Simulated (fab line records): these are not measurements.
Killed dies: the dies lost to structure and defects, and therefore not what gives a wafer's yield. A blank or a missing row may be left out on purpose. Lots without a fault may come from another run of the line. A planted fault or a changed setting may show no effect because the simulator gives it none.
Which tool did it?    flow sky130    11 lots with 33 wafers sampled at 5 steps, on a route of 708 steps

== WHAT THE GAUGES READ, wafer by wafer ==
SKY_VIA2_THK_MEAS_01. Usual: for VIA2_HDPCVD_THK the level is 1151 nm and the standard deviation is 12.
lot   measured      on             VIA2_HDPCVD_THK (nm)  flag
L515  day 35 04:07  film metro-02  1130 1145 1132        
L518  day 36 05:45  film metro-01  1153 1131 1159        
L520  day 37 04:18  film metro-01  1153 1148 1136        
L523  day 38 01:09  film metro-01  1167 1155 1158        
L524  day 38 06:24  film metro-01  1163 1142 1145        
L525  day 38 10:34  film metro-04  1140 1121 1141        
L532  day 41 17:17  film metro-04  1158 1158 1157        
L533  day 41 17:34  film metro-01  1163 1165 1150        
L534  day 41 18:07  film metro-01  1156 1150 1151        
L536  day 41 18:40  film metro-01  1164 1151 1159        
L535  day 41 21:39  film metro-04  1149 1148 1147        

SKY_METAL4_CD_MEAS_13: target cd 300 nm. Usual: cd nm reads 300.0 nm (standard deviation 1.5).
lot   measured      on         cd nm (nm)         flag
L515  day 41 18:05  cd sem-01  299.7 298.7 300.4  
L518  day 42 17:28  cd sem-01  299.6 299.2 298.6  
L520  day 43 13:08  cd sem-01  299.4 299.0 299.1  
L523  day 44 05:20  cd sem-01  280.1 247.6 271.0  OFF
L524  day 44 13:35  cd sem-02  297.5 299.3 299.9  
L525  day 44 15:52  cd sem-02  277.0 290.3 290.3  OFF
L532  day 47 11:08  cd sem-01  300.9 300.3 301.3  
L533  day 47 12:19  cd sem-02  299.2 300.1 302.0  
L534  day 47 12:35  cd sem-01  302.7 303.2 302.9  
L536  day 47 13:47  cd sem-02  299.0 299.1 299.7  
L535  day 47 15:28  cd sem-01  300.1 301.0 299.6  

== WHAT TOOL EACH LOT RAN ON (gives the tool, then ch and the chambers of the sampled wafers, and finally the start) ==
lot   SKY_METAL2_STRIP_20                   SKY_VIA2_CMP_24                SKY_METAL4_EXPOSE_10
L515  plasma asher-01 ch 0,1, day 35 03:23  cmp-01 ch 0,2,3, day 36 08:14  krf scanner-01 ch 0, day 41 07:04
L518  plasma asher-02 ch 0,1, day 36 04:59  cmp-01 ch 0,3, day 37 09:18    krf scanner-02 ch 0, day 42 05:25
L520  plasma asher-03 ch 0,1, day 37 03:35  cmp-02 ch 0,3, day 38 07:23    krf scanner-02 ch 0, day 43 00:13
L523  plasma asher-03 ch 0,1, day 38 00:25  cmp-01 ch 1,2, day 39 04:18    krf scanner-02 ch 0, day 43 19:06
L524  plasma asher-03 ch 0,1, day 38 05:41  cmp-02 ch 0,2,3, day 39 09:23  krf scanner-01 ch 0, day 44 00:46
L525  plasma asher-03 ch 0,1, day 38 09:50  cmp-01 ch 0,1,3, day 39 13:17  krf scanner-02 ch 0, day 44 03:01
L532  plasma asher-03 ch 0,1, day 41 16:16  cmp-01 ch 0,1, day 42 18:43    krf scanner-02 ch 0, day 47 01:05
L533  plasma asher-02 ch 0,1, day 41 16:23  cmp-01 ch 0,2, day 42 19:19    krf scanner-02 ch 0, day 47 02:09
L534  plasma asher-03 ch 0,1, day 41 17:19  cmp-02 ch 0,1,3, day 42 19:47  krf scanner-02 ch 0, day 47 02:15
L536  plasma asher-03 ch 0,1, day 41 17:49  cmp-02 ch 0,3, day 42 20:35    krf scanner-02 ch 0, day 47 03:32
L535  plasma asher-02 ch 0,1, day 41 20:52  cmp-02 ch 1,2,3, day 42 23:14  krf scanner-02 ch 0, day 47 05:49
- SKY_METAL2_STRIP_20: strips in O2/N2.
- SKY_VIA2_CMP_24: polishes, stops on SiO2, t overpolish 20 s, target thk 0 nm.
- SKY_METAL4_EXPOSE_10: exposes mask MM4, target cd 300 nm.

== WHAT THE TOOLS THEMSELVES READ (means of the sampled wafers that have a number; where no wafer has one, the mark that the record gives instead) ==
SKY_METAL2_STRIP_20. Usual: chamber pressure mTorr 1500.0 mTorr, standard deviation 1.3; drypump motor current A 5.7 A, standard deviation 0.39; oes product au 0.343 a.u., standard deviation 0.0049; strip time to endpoint s 2.70 s, standard deviation 0.038.
lot   tool             chamber pressure mTorr (mTorr)  drypump motor current A (A)  oes product au (a.u.)  strip time to endpoint s (s)  flag
L515  plasma asher-01  1499.8                          6.3                          0.342                  2.63                          
L518  plasma asher-02  1501.5                          5.5                          0.345                  2.68                          
L520  plasma asher-03  1499.6                          5.6                          0.342                  2.70                          
L523  plasma asher-03  1500.6                          5.4                          0.347                  2.75                          
L524  plasma asher-03  1500.7                          5.6                          0.345                  2.72                          
L525  plasma asher-03  1500.0                          5.6                          0.350                  2.71                          
L532  plasma asher-03  1501.8                          5.6                          0.339                  2.70                          
L533  plasma asher-02  1499.4                          5.4                          0.343                  2.70                          
L534  plasma asher-03  1499.7                          5.4                          0.346                  2.69                          
L536  plasma asher-03  1499.0                          5.6                          0.341                  2.68                          
L535  plasma asher-02  1499.4                          5.5                          0.345                  2.71                          

SKY_VIA2_CMP_24. Usual: motor current A 10.6 A, standard deviation 0.81; overpolish run s 19.999 s, standard deviation 0.0088; time to endpoint s 101.1 s, standard deviation 2.8.
lot   tool    motor current A (A)  overpolish run s (s)  time to endpoint s (s)  flag
L515  cmp-01  10.7                 19.996                102.6                   
L518  cmp-01  10.2                 20.004                100.0                   
L520  cmp-02  10.0                 19.991                103.7                   
L523  cmp-01  10.5                 20.002                107.0                   
L524  cmp-02  10.9                 20.001                100.1                   
L525  cmp-01  10.8                 20.003                100.5                   
L532  cmp-01  10.8                 19.997                104.0                   
L533  cmp-01  10.3                 19.993                100.1                   
L534  cmp-02  9.9                  19.993                101.0                   
L536  cmp-02  9.9                  20.007                99.6                    
L535  cmp-02  10.5                 20.005                103.4                   

SKY_METAL4_EXPOSE_10. Usual: exposure dose mJ cm2 reads 27.985 (standard deviation 0.029).
lot   tool            exposure dose mJ cm2  flag
L515  krf scanner-01  27.990                
L518  krf scanner-02  27.972                
L520  krf scanner-02  27.992                
L523  krf scanner-02  26.701                OFF
L524  krf scanner-01  28.002                
L525  krf scanner-02  26.704                OFF
L532  krf scanner-02  27.994                
L533  krf scanner-02  27.985                
L534  krf scanner-02  27.924                
L536  krf scanner-02  27.990                
L535  krf scanner-02  27.968                

== THE ANSWER, worked out from the rows above alone ==
Rule: take the mean of a lot's wafers that have a number; if it is more than 3 standard deviations from the usual mean, the lot is off. Also off: a lot with no number at a reading for which 4 or more lots have one. Where the step has rows for the other lots, those lots are counted as sound. After the gauges, taken in route order, come the tools' own readings; for these a lot's mean is taken, as printed above. The first step at which some lot is off is used, and at that step the reading that is off furthest; a lot without a number counts as furthest.
Off: L523, L525 (SKY_METAL4_CD_MEAS_13, cd nm).
A tool fits if, at a process step before that reading, it ran every lot that is off, and no sound lot after the first of them. The gauges at SKY_METAL4_CD_MEAS_13 aren't tried: what is off there is off at SKY_METAL4_EXPOSE_10 too, on other tools, and a gauge's error can't cause that. Not one of the candidates tried fits.

== WHAT WAS PUT IN BY THE SIMULATOR ==
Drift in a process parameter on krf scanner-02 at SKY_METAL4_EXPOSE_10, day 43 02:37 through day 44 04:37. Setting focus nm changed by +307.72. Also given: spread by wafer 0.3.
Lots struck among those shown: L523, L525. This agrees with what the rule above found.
